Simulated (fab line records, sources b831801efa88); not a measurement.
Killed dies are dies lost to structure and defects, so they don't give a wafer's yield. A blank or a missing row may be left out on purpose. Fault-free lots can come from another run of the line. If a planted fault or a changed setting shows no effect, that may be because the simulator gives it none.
A lot that was struck, set against a sound lot || flow gf180mcu || 14 out of 602 route steps
Sound: wafers L269.4, L269.5, L269.6. Wafers struck: L259.2, L259.5, L259.6. The cause comes at the end.
At each step with rows: each side's tool, then ch and its chambers, then its first start. Under that, the readings that differ: sound wafers || struck wafers || difference of the means || sigmas: that difference in standard deviations of wafers without a fault.
alike: words and numbers the same on both sides, and readings whose means are apart by under 2 such deviations; not compared: readings that were withheld, readings missing a value for some wafer, numbers with overlapping values and no deviation given by the record, and bounds like >300 which may hide the same value.
A row with sigmas, a row that says differs or no value, or rows on one side alone: a step with any of these is where the two part. Non-overlapping numbers with no deviation appear without sigmas and do not part them. A reading missing from all wafers of one side parts the sides only when that side holds two or more wafers.

GF_M4_SPUTTER_01: material TiN, target thk 30 nm, time 25 s.
  sound: pvd_sputter-02 at day 28 21:02; struck: pvd_sputter-03 at day 25 16:19
  alike: throttle_valve_pct
GF_M4_SPUTTER_02: material AlCu, target thk 450 nm, time 23.9 s.
  sound: pvd_sputter-02 at day 28 21:04; struck: pvd_sputter-03 at day 25 16:21
  alike: throttle_valve_pct
GF_M4_SPUTTER_03: material Ti, target thk 10 nm, time 6.7 s.
  sound: pvd_sputter-02 at day 28 21:05; struck: pvd_sputter-03 at day 25 16:23
  alike: throttle_valve_pct
GF_M4_SPUTTER_04: material TiN, target thk 50 nm, time 41.7 s.
  sound: pvd_sputter-02 at day 28 21:07; struck: pvd_sputter-03 at day 25 16:24
  alike: throttle_valve_pct
GF_M4_RS_MEAS_05: uses a four-point probe to measure.
  sound: film_metro-02 at day 28 21:13; struck: film_metro-03 at day 25 16:28
  alike: M4_ALCU_RS
GF_M4_THK_MEAS_06: measures by xrf.
  sound: film_metro-02 at day 28 21:18; struck: film_metro-03 at day 25 16:34
  alike: M4_ALCU_THK
then, 6 steps without rows for these wafers: GF_M4_DEHYDRATE_07 (time 60 s); GF_M4_HMDS_08 (prime time 60 s); GF_M4_COAT_09 (resist thk 1000 nm); GF_M4_SOFTBAKE_10 (time 60 s); GF_M4_EXPOSE_11 (exposes mask Metal4, target cd 280 nm); GF_M4_PEB_12 (peb time 90 s).
GF_M4_DEVELOP_13: develop time 60 s.
  struck on litho_track-02, day 26 13:05; sound on litho_track-03 ch 0, day 29 16:29
  no value came back on the struck wafers for chill_plate_temp_C (C), develop_time_s (s); on the sound wafers chill_plate_temp_C (C) reads 22.73 22.95 22.81
{"reading": "model.KrF_of_M4_COAT_09.thk_nm (nm)", "sound": "985.3 986.1 985.3", "struck": "1003 1002 1000", "difference": "+16", "sigmas": ""}
GF_M4_CD_MEAS_14 targets a cd of 280 nm.
  sound: cd_sem-01 at day 29 16:37; struck: cd_sem-02 at day 26 13:14
{"reading": "cd_nm (nm)", "sound": "280.3 281.0 280.5", "struck": "- - -", "difference": "no value on the struck wafers", "sigmas": ""}

## WHERE THEY PART
At GF_M4_DEVELOP_13 first; at GF_M4_CD_MEAS_14 last (within this record only).

WHY: what had been put in by the simulator
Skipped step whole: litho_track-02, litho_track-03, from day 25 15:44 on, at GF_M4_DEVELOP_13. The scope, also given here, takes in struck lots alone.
